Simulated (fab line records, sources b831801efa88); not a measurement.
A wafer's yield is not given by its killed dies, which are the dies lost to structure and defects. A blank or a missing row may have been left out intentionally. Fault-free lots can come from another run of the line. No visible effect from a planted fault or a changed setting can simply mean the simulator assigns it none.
Which tool was responsible? || flow gf180mcu || 11 lots with 33 wafers sampled at 3 steps, on a route of 602 steps

WHAT THE GAUGES READ, wafer by wafer
GF_V3_CD_MEAS_14 targets a cd of 260 nm.
{"lot": "L163", "measured": "day 23 00:26", "on": "cd_sem-01", "cd_nm (nm)": "258.2 258.7 258.7"}
{"lot": "L164", "measured": "day 23 10:40", "on": "cd_sem-02", "cd_nm (nm)": "257.4 258.7 257.5"}
{"lot": "L165", "measured": "day 23 14:31", "on": "cd_sem-01", "cd_nm (nm)": "259.1 259.5 259.9"}
{"lot": "L167", "measured": "day 24 09:31", "on": "cd_sem-02", "cd_nm (nm)": "258.3 259.2 257.3"}
{"lot": "L169", "measured": "day 25 03:03", "on": "cd_sem-02", "cd_nm (nm)": "258.8 260.1 259.8"}
{"lot": "L173", "measured": "day 26 02:03", "on": "cd_sem-02", "cd_nm (nm)": "260.7 260.2 261.3"}
{"lot": "L176", "measured": "day 27 07:11", "on": "cd_sem-02", "cd_nm (nm)": "262.2 261.3 261.3"}
{"lot": "L179", "measured": "day 28 06:36", "on": "cd_sem-01", "cd_nm (nm)": "259.5 259.0 258.8"}
{"lot": "L180", "measured": "day 28 11:07", "on": "cd_sem-01", "cd_nm (nm)": "259.2 260.5 261.9"}
{"lot": "L184", "measured": "day 29 18:06", "on": "cd_sem-02", "cd_nm (nm)": "259.4 259.5 260.8"}
{"lot": "L183", "measured": "day 29 21:22", "on": "cd_sem-02", "cd_nm (nm)": "262.0 261.6 260.7"}

GF_M4_CD_MEAS_14 targets a cd of 280 nm.
{"lot": "L163", "measured": "day 24 00:57", "on": "cd_sem-02", "cd_nm (nm)": "279.4 281.3 280.7"}
{"lot": "L164", "measured": "day 24 10:21", "on": "cd_sem-02", "cd_nm (nm)": "280.2 279.1 279.4"}
{"lot": "L165", "measured": "day 24 13:53", "on": "cd_sem-01", "cd_nm (nm)": "283.0 284.3 282.9"}
{"lot": "L167", "measured": "day 25 08:58", "on": "cd_sem-02", "cd_nm (nm)": "282.1 281.9 281.3"}
{"lot": "L169", "measured": "day 26 02:14", "on": "cd_sem-01", "cd_nm (nm)": "280.4 280.7 280.8"}
{"lot": "L173", "measured": "day 27 00:22", "on": "cd_sem-02", "cd_nm (nm)": "278.6 280.4 278.8"}
{"lot": "L176", "measured": "day 28 05:11", "on": "cd_sem-02", "cd_nm (nm)": "277.2 279.9 279.1"}
{"lot": "L179", "measured": "day 29 04:06", "on": "cd_sem-01", "cd_nm (nm)": "281.0 281.2 280.2"}
{"lot": "L180", "measured": "day 29 08:35", "on": "cd_sem-01", "cd_nm (nm)": "279.3 279.2 278.4"}
{"lot": "L184", "measured": "day 30 13:49", "on": "cd_sem-02", "cd_nm (nm)": "280.0 279.2 278.0"}
{"lot": "L183", "measured": "day 30 17:29", "on": "cd_sem-02", "cd_nm (nm)": "278.8 279.1 279.4"}

EACH LOT AND THE TOOL THAT RAN IT (in order: tool; ch and the chambers of the sampled wafers; start)
{"lot": "L163", "GF_M4_SPUTTER_02": "pvd_sputter-03, day 23 02:07"}
{"lot": "L164", "GF_M4_SPUTTER_02": "pvd_sputter-02, day 23 12:19"}
{"lot": "L165", "GF_M4_SPUTTER_02": "pvd_sputter-02, day 23 16:14"}
{"lot": "L167", "GF_M4_SPUTTER_02": "pvd_sputter-03, day 24 11:09"}
{"lot": "L169", "GF_M4_SPUTTER_02": "pvd_sputter-02, day 25 04:43"}
{"lot": "L173", "GF_M4_SPUTTER_02": "pvd_sputter-02, day 26 03:41"}
{"lot": "L176", "GF_M4_SPUTTER_02": "pvd_sputter-02, day 27 08:50"}
{"lot": "L179", "GF_M4_SPUTTER_02": "pvd_sputter-03, day 28 08:47"}
{"lot": "L180", "GF_M4_SPUTTER_02": "pvd_sputter-03, day 28 12:46"}
{"lot": "L184", "GF_M4_SPUTTER_02": "pvd_sputter-03, day 29 19:49"}
{"lot": "L183", "GF_M4_SPUTTER_02": "pvd_sputter-02, day 29 23:24"}
- GF_M4_SPUTTER_02: material AlCu, target thk 450 nm, time 23.9 s.

WHAT THE TOOLS THEMSELVES READ (means of the sampled wafers that have a number; where no wafer has one, the mark that the record gives instead)
GF_M4_SPUTTER_02.
{"lot": "L163", "tool": "pvd_sputter-03", "chamber_pressure_pa (Pa)": 0.4004, "throttle_valve_pct (%)": 30.5}
{"lot": "L164", "tool": "pvd_sputter-02", "chamber_pressure_pa (Pa)": 0.4005, "throttle_valve_pct (%)": 30.8}
{"lot": "L165", "tool": "pvd_sputter-02", "chamber_pressure_pa (Pa)": 0.4000, "throttle_valve_pct (%)": 30.5}
{"lot": "L167", "tool": "pvd_sputter-03", "chamber_pressure_pa (Pa)": 0.4002, "throttle_valve_pct (%)": 30.1}
{"lot": "L169", "tool": "pvd_sputter-02", "chamber_pressure_pa (Pa)": 0.4005, "throttle_valve_pct (%)": 30.9}
{"lot": "L173", "tool": "pvd_sputter-02", "chamber_pressure_pa (Pa)": 0.4001, "throttle_valve_pct (%)": 30.1}
{"lot": "L176", "tool": "pvd_sputter-02", "chamber_pressure_pa (Pa)": 0.4001, "throttle_valve_pct (%)": 30.7}
{"lot": "L179", "tool": "pvd_sputter-03", "chamber_pressure_pa (Pa)": 0.3999, "throttle_valve_pct (%)": 28.9}
{"lot": "L180", "tool": "pvd_sputter-03", "chamber_pressure_pa (Pa)": 0.4001, "throttle_valve_pct (%)": 29.5}
{"lot": "L184", "tool": "pvd_sputter-03", "chamber_pressure_pa (Pa)": 0.4000, "throttle_valve_pct (%)": 30.1}
{"lot": "L183", "tool": "pvd_sputter-02", "chamber_pressure_pa (Pa)": 0.3995, "throttle_valve_pct (%)": 30.6}

THE ANSWER, worked out from the rows above alone
Rule: what is usual is taken from the lots themselves. Put in order of their means at a reading, lots are off if they are a third of the lots or fewer, leave a main group of 4 or more, and stand apart from it by a gap of 3 or more times the standard deviation of the main group's means; of several such gaps the widest counts. If all means in a main group match to the digits the tables above print for the reading, that group is not used. A lot without any number at a reading at which 4 lots or more have one is off too. Any other lot the step has rows for is counted as sound. The gauges are gone through in route order, then the tools' own readings, and for those a lot's mean is taken as printed above. The first step at which some lot is off is used, and at that step the reading that is off furthest; a lot without a number counts as furthest.
Nothing can be told from this: no lot is off at any reading shown.

WHAT WAS PUT IN BY THE SIMULATOR
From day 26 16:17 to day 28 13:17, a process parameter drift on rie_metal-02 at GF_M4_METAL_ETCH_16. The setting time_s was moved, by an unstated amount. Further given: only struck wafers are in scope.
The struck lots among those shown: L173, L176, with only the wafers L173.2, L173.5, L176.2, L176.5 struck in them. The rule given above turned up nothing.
